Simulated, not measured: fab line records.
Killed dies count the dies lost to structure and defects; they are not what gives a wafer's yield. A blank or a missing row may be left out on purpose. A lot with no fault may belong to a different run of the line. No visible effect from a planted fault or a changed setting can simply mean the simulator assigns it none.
Which of the tools did it? || flow sky130 || 10 lots with 30 wafers sampled at 7 steps, on a route of 708 steps

WHAT EACH GAUGE READ, for each wafer
SKY_VIA4_RS_MEAS_19: a four-point-probe measurement.
{"lot": "L934", "measured": "day 42 14:07", "on": "film metro-03", "VIA4_W_RS (ohm/sq)": "0.232 0.225 0.229"}
{"lot": "L935", "measured": "day 43 04:49", "on": "film metro-03", "VIA4_W_RS (ohm/sq)": "0.221 0.229 0.220"}
{"lot": "L936", "measured": "day 43 11:48", "on": "film metro-03", "VIA4_W_RS (ohm/sq)": "0.233 0.222 0.220"}
{"lot": "L939", "measured": "day 43 22:59", "on": "film metro-03", "VIA4_W_RS (ohm/sq)": "0.227 0.227 0.227"}
{"lot": "L943", "measured": "day 45 18:24", "on": "film metro-04", "VIA4_W_RS (ohm/sq)": "0.226 0.142 0.221"}
{"lot": "L944", "measured": "day 46 03:05", "on": "film metro-03", "VIA4_W_RS (ohm/sq)": "0.227 0.143 0.227"}
{"lot": "L947", "measured": "day 46 14:52", "on": "film metro-04", "VIA4_W_RS (ohm/sq)": "0.228 0.228 0.230"}
{"lot": "L953", "measured": "day 47 15:55", "on": "film metro-03", "VIA4_W_RS (ohm/sq)": "0.226 0.227 0.229"}
{"lot": "L955", "measured": "day 48 00:48", "on": "film metro-04", "VIA4_W_RS (ohm/sq)": "0.229 0.229 0.229"}
{"lot": "L957", "measured": "day 48 22:38", "on": "film metro-02", "VIA4_W_RS (ohm/sq)": "0.230 0.226 0.227"}

SKY_VIA4_THK_MEAS_20: measures by xrf.
{"lot": "L934", "measured": "day 42 14:14", "on": "film metro-03", "VIA4_W_THK (nm)": "483 494 490"}
{"lot": "L935", "measured": "day 43 04:56", "on": "film metro-03", "VIA4_W_THK (nm)": "507 491 506"}
{"lot": "L936", "measured": "day 43 11:55", "on": "film metro-03", "VIA4_W_THK (nm)": "481 505 511"}
{"lot": "L939", "measured": "day 43 23:05", "on": "film metro-03", "VIA4_W_THK (nm)": "492 492 493"}
{"lot": "L943", "measured": "day 45 18:30", "on": "film metro-04", "VIA4_W_THK (nm)": "503 809 517"}
{"lot": "L944", "measured": "day 46 03:11", "on": "film metro-03", "VIA4_W_THK (nm)": "485 769 490"}
{"lot": "L947", "measured": "day 46 14:59", "on": "film metro-04", "VIA4_W_THK (nm)": "504 501 497"}
{"lot": "L953", "measured": "day 47 16:01", "on": "film metro-03", "VIA4_W_THK (nm)": "491 492 485"}
{"lot": "L955", "measured": "day 48 00:55", "on": "film metro-04", "VIA4_W_THK (nm)": "498 498 495"}
{"lot": "L957", "measured": "day 48 22:45", "on": "film metro-02", "VIA4_W_THK (nm)": "488 497 496"}

SKY_METAL5_RS_MEAS_05: a four-point-probe measurement.
{"lot": "L934", "measured": "day 42 14:45", "on": "film metro-04", "METAL5_ALCU_RS (ohm/sq)": "0.0273 0.0269 0.0270"}
{"lot": "L935", "measured": "day 43 05:28", "on": "film metro-04", "METAL5_ALCU_RS (ohm/sq)": "0.0270 0.0272 0.0268"}
{"lot": "L936", "measured": "day 43 12:37", "on": "film metro-03", "METAL5_ALCU_RS (ohm/sq)": "0.0272 0.0274 0.0279"}
{"lot": "L939", "measured": "day 43 23:41", "on": "film metro-03", "METAL5_ALCU_RS (ohm/sq)": "0.0271 0.0269 0.0270"}
{"lot": "L943", "measured": "day 45 19:03", "on": "film metro-01", "METAL5_ALCU_RS (ohm/sq)": "0.0266 0.0267 0.0266"}
{"lot": "L944", "measured": "day 46 03:44", "on": "film metro-03", "METAL5_ALCU_RS (ohm/sq)": "0.0269 0.0274 0.0275"}
{"lot": "L947", "measured": "day 46 15:31", "on": "film metro-01", "METAL5_ALCU_RS (ohm/sq)": "0.0263 0.0269 0.0268"}
{"lot": "L953", "measured": "day 47 16:34", "on": "film metro-04", "METAL5_ALCU_RS (ohm/sq)": "0.0274 0.0278 0.0269"}
{"lot": "L955", "measured": "day 48 01:29", "on": "film metro-04", "METAL5_ALCU_RS (ohm/sq)": "0.0266 0.0263 0.0261"}
{"lot": "L957", "measured": "day 48 23:17", "on": "film metro-03", "METAL5_ALCU_RS (ohm/sq)": "0.0269 0.0265 0.0266"}

EACH LOT AND THE TOOL THAT RAN IT (in order: tool; ch and the chambers of the sampled wafers; start)
{"lot": "L934", "SKY_METAL4_SPUTTER_04": "pvd sputter-01, day 39 11:32", "SKY_METAL4_DESCUM_15": "rie metal-02 ch 0,1, day 41 12:25", "SKY_VIA4_CVD_18": "cvd w-01 ch 0,1, day 42 13:58", "SKY_VIA4_CMP_21": "cmp-02 ch 0,1,3, day 42 14:20"}
{"lot": "L935", "SKY_METAL4_SPUTTER_04": "pvd sputter-02, day 40 04:49", "SKY_METAL4_DESCUM_15": "rie metal-01 ch 0,1, day 42 04:10", "SKY_VIA4_CVD_18": "cvd w-02 ch 0,1, day 43 04:40", "SKY_VIA4_CMP_21": "cmp-01 ch 0,1,3, day 43 05:03"}
{"lot": "L936", "SKY_METAL4_SPUTTER_04": "pvd sputter-03, day 40 10:24", "SKY_METAL4_DESCUM_15": "rie metal-01 ch 0,1, day 42 10:35", "SKY_VIA4_CVD_18": "cvd w-02 ch 0,1, day 43 11:39", "SKY_VIA4_CMP_21": "cmp-01 ch 0,1,2, day 43 11:59"}
{"lot": "L939", "SKY_METAL4_SPUTTER_04": "pvd sputter-02, day 40 23:14", "SKY_METAL4_DESCUM_15": "rie metal-01 ch 0, day 42 21:38", "SKY_VIA4_CVD_18": "cvd w-01 ch 0, day 43 22:49", "SKY_VIA4_CMP_21": "cmp-01 ch 1,2, day 43 23:13"}
{"lot": "L943", "SKY_METAL4_SPUTTER_04": "pvd sputter-01, day 42 19:52", "SKY_METAL4_DESCUM_15": "rie metal-03 ch 1, day 44 17:35", "SKY_VIA4_CVD_18": "cvd w-02 ch 0,1, day 45 18:16", "SKY_VIA4_CMP_21": "cmp-02 ch 2,3, day 45 18:32"}
{"lot": "L944", "SKY_METAL4_SPUTTER_04": "pvd sputter-03, day 43 07:37", "SKY_METAL4_DESCUM_15": "rie metal-01 ch 0,1, day 45 03:48", "SKY_VIA4_CVD_18": "cvd w-02 ch 0,1, day 46 02:56", "SKY_VIA4_CMP_21": "cmp-01 ch 1,2, day 46 03:16"}
{"lot": "L947", "SKY_METAL4_SPUTTER_04": "pvd sputter-02, day 43 18:15", "SKY_METAL4_DESCUM_15": "rie metal-01 ch 0,1, day 45 15:37", "SKY_VIA4_CVD_18": "cvd w-01 ch 0,1, day 46 14:40", "SKY_VIA4_CMP_21": "cmp-01 ch 2,3, day 46 15:05"}
{"lot": "L953", "SKY_METAL4_SPUTTER_04": "pvd sputter-02, day 44 22:20", "SKY_METAL4_DESCUM_15": "rie metal-01 ch 0,1, day 46 17:40", "SKY_VIA4_CVD_18": "cvd w-01 ch 1, day 47 15:44", "SKY_VIA4_CMP_21": "cmp-02 ch 0,2, day 47 16:04"}
{"lot": "L955", "SKY_METAL4_SPUTTER_04": "pvd sputter-01, day 45 08:43", "SKY_METAL4_DESCUM_15": "rie metal-03 ch 0,1, day 47 02:13", "SKY_VIA4_CVD_18": "cvd w-01 ch 0,1, day 48 00:38", "SKY_VIA4_CMP_21": "cmp-01 ch 1,2,3, day 48 00:59"}
{"lot": "L957", "SKY_METAL4_SPUTTER_04": "pvd sputter-01, day 46 08:56", "SKY_METAL4_DESCUM_15": "rie metal-01 ch 0,1, day 48 00:44", "SKY_VIA4_CVD_18": "cvd w-01 ch 1, day 48 22:28", "SKY_VIA4_CMP_21": "cmp-02 ch 0,1,2, day 48 22:48"}
- SKY_METAL4_SPUTTER_04: material TiN, target thk 70 nm, time 58.3 s.
- SKY_METAL4_DESCUM_15: chemistry O2, time 8 s.
- SKY_VIA4_CVD_18: deposits W, target thk 505 nm, time 152.14 s.
- SKY_VIA4_CMP_21: polishes, stops on SiO2, t overpolish 25 s, target thk 0 nm.

WHAT THE TOOLS THEMSELVES READ (means of the sampled wafers that have a number; where no wafer has one, the mark that the record gives instead)
SKY_METAL4_SPUTTER_04.
{"lot": "L934", "tool": "pvd sputter-01", "chamber pressure pa (Pa)": 0.3987, "throttle valve pct (%)": 30.4}
{"lot": "L935", "tool": "pvd sputter-02", "chamber pressure pa (Pa)": 0.3998, "throttle valve pct (%)": 30.4}
{"lot": "L936", "tool": "pvd sputter-03", "chamber pressure pa (Pa)": 0.4006, "throttle valve pct (%)": 30.7}
{"lot": "L939", "tool": "pvd sputter-02", "chamber pressure pa (Pa)": 0.3999, "throttle valve pct (%)": 30.3}
{"lot": "L943", "tool": "pvd sputter-01", "chamber pressure pa (Pa)": 0.4001, "throttle valve pct (%)": 30.2}
{"lot": "L944", "tool": "pvd sputter-03", "chamber pressure pa (Pa)": 0.3994, "throttle valve pct (%)": 28.9}
{"lot": "L947", "tool": "pvd sputter-02", "chamber pressure pa (Pa)": 0.4002, "throttle valve pct (%)": 29.9}
{"lot": "L953", "tool": "pvd sputter-02", "chamber pressure pa (Pa)": 0.3996, "throttle valve pct (%)": 29.8}
{"lot": "L955", "tool": "pvd sputter-01", "chamber pressure pa (Pa)": 0.4002, "throttle valve pct (%)": 30.2}
{"lot": "L957", "tool": "pvd sputter-01", "chamber pressure pa (Pa)": 0.3994, "throttle valve pct (%)": 29.8}

SKY_METAL4_DESCUM_15.
{"lot": "L934", "tool": "rie metal-02", "drypump motor current A (A)": 6.1, "oes product au (a.u.)": 1.004, "rf fwd power W (W)": 147.0}
{"lot": "L935", "tool": "rie metal-01", "drypump motor current A (A)": 5.6, "oes product au (a.u.)": 0.995, "rf fwd power W (W)": 147.5}
{"lot": "L936", "tool": "rie metal-01", "drypump motor current A (A)": 5.5, "oes product au (a.u.)": 0.994, "rf fwd power W (W)": 147.3}
{"lot": "L939", "tool": "rie metal-01", "drypump motor current A (A)": 5.8, "oes product au (a.u.)": 0.993, "rf fwd power W (W)": 148.1}
{"lot": "L943", "tool": "rie metal-03", "drypump motor current A (A)": 5.9, "oes product au (a.u.)": 0.987, "rf fwd power W (W)": 146.5}
{"lot": "L944", "tool": "rie metal-01", "drypump motor current A (A)": 5.6, "oes product au (a.u.)": 0.993, "rf fwd power W (W)": 147.2}
{"lot": "L947", "tool": "rie metal-01", "drypump motor current A (A)": 5.6, "oes product au (a.u.)": 0.990, "rf fwd power W (W)": 146.9}
{"lot": "L953", "tool": "rie metal-01", "drypump motor current A (A)": 5.5, "oes product au (a.u.)": 0.997, "rf fwd power W (W)": 147.4}
{"lot": "L955", "tool": "rie metal-03", "drypump motor current A (A)": 6.0, "oes product au (a.u.)": 0.990, "rf fwd power W (W)": 146.9}
{"lot": "L957", "tool": "rie metal-01", "drypump motor current A (A)": 5.5, "oes product au (a.u.)": 0.992, "rf fwd power W (W)": 147.2}

SKY_VIA4_CVD_18.
{"lot": "L934", "tool": "cvd w-01", "heater power w (W)": 842}
{"lot": "L935", "tool": "cvd w-02", "heater power w (W)": 832}
{"lot": "L936", "tool": "cvd w-02", "heater power w (W)": 832}
{"lot": "L939", "tool": "cvd w-01", "heater power w (W)": 810}
{"lot": "L943", "tool": "cvd w-02", "heater power w (W)": 829}
{"lot": "L944", "tool": "cvd w-02", "heater power w (W)": 814}
{"lot": "L947", "tool": "cvd w-01", "heater power w (W)": 842}
{"lot": "L953", "tool": "cvd w-01", "heater power w (W)": 909}
{"lot": "L955", "tool": "cvd w-01", "heater power w (W)": 871}
{"lot": "L957", "tool": "cvd w-01", "heater power w (W)": 905}

SKY_VIA4_CMP_21.
{"lot": "L934", "tool": "cmp-02", "motor current A (A)": 11.5, "time to endpoint s (s)": 120}
{"lot": "L935", "tool": "cmp-01", "motor current A (A)": 10.7, "time to endpoint s (s)": 125}
{"lot": "L936", "tool": "cmp-01", "motor current A (A)": 10.7, "time to endpoint s (s)": 121}
{"lot": "L939", "tool": "cmp-01", "motor current A (A)": 10.1, "time to endpoint s (s)": 122}
{"lot": "L943", "tool": "cmp-02", "motor current A (A)": 11.5, "time to endpoint s (s)": 153}
{"lot": "L944", "tool": "cmp-01", "motor current A (A)": 10.1, "time to endpoint s (s)": 146}
{"lot": "L947", "tool": "cmp-01", "motor current A (A)": 10.2, "time to endpoint s (s)": 119}
{"lot": "L953", "tool": "cmp-02", "motor current A (A)": 11.2, "time to endpoint s (s)": 123}
{"lot": "L955", "tool": "cmp-01", "motor current A (A)": 10.2, "time to endpoint s (s)": 117}
{"lot": "L957", "tool": "cmp-02", "motor current A (A)": 12.0, "time to endpoint s (s)": 129}

THE ANSWER, worked out from the rows above alone
Rule: the usual values come from the lots themselves. The widest of any qualifying gaps counts: lots, ordered by their means at a reading, are off when they make up no more than a third of the lots, leave a main group of 4 or more, and stand apart from it by 3 or more times the standard deviation of that group's means. If all means in a main group match to the digits the tables above print for the reading, that group is not used. A lot without any number at a reading at which 4 lots or more have one is off too. The other lots that the step has rows for count as sound. First the gauges in route order, then the tools' own readings, where a lot's mean is used as printed above. At the first step where some lot is off, the reading lying furthest off is the one used; lots without a number count as furthest.
Off: at SKY_VIA4_RS_MEAS_19 (VIA4_W_RS), L943, L944. Mean 0.227 ohm/sq and standard deviation 0.0019 in the main group.
If a tool, at a process step before that reading, ran all the lots that are off and no sound lot after the first of them, it fits. The gauges at SKY_VIA4_RS_MEAS_19 aren't tried: what is off there is off at SKY_VIA4_CMP_21 too, on other tools, and a gauge's error can't cause that. One fits: cvd w-02 at SKY_VIA4_CVD_18. A fault onset in the window from L936 (day 43 11:39, its last sound lot) to L943 (day 45 18:16, its first lot off) fits.

WHAT HAD BEEN PUT IN BY THE SIMULATOR
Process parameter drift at SKY_VIA4_CVD_18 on cvd w-02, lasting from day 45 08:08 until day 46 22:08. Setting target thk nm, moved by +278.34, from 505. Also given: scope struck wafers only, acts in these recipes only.
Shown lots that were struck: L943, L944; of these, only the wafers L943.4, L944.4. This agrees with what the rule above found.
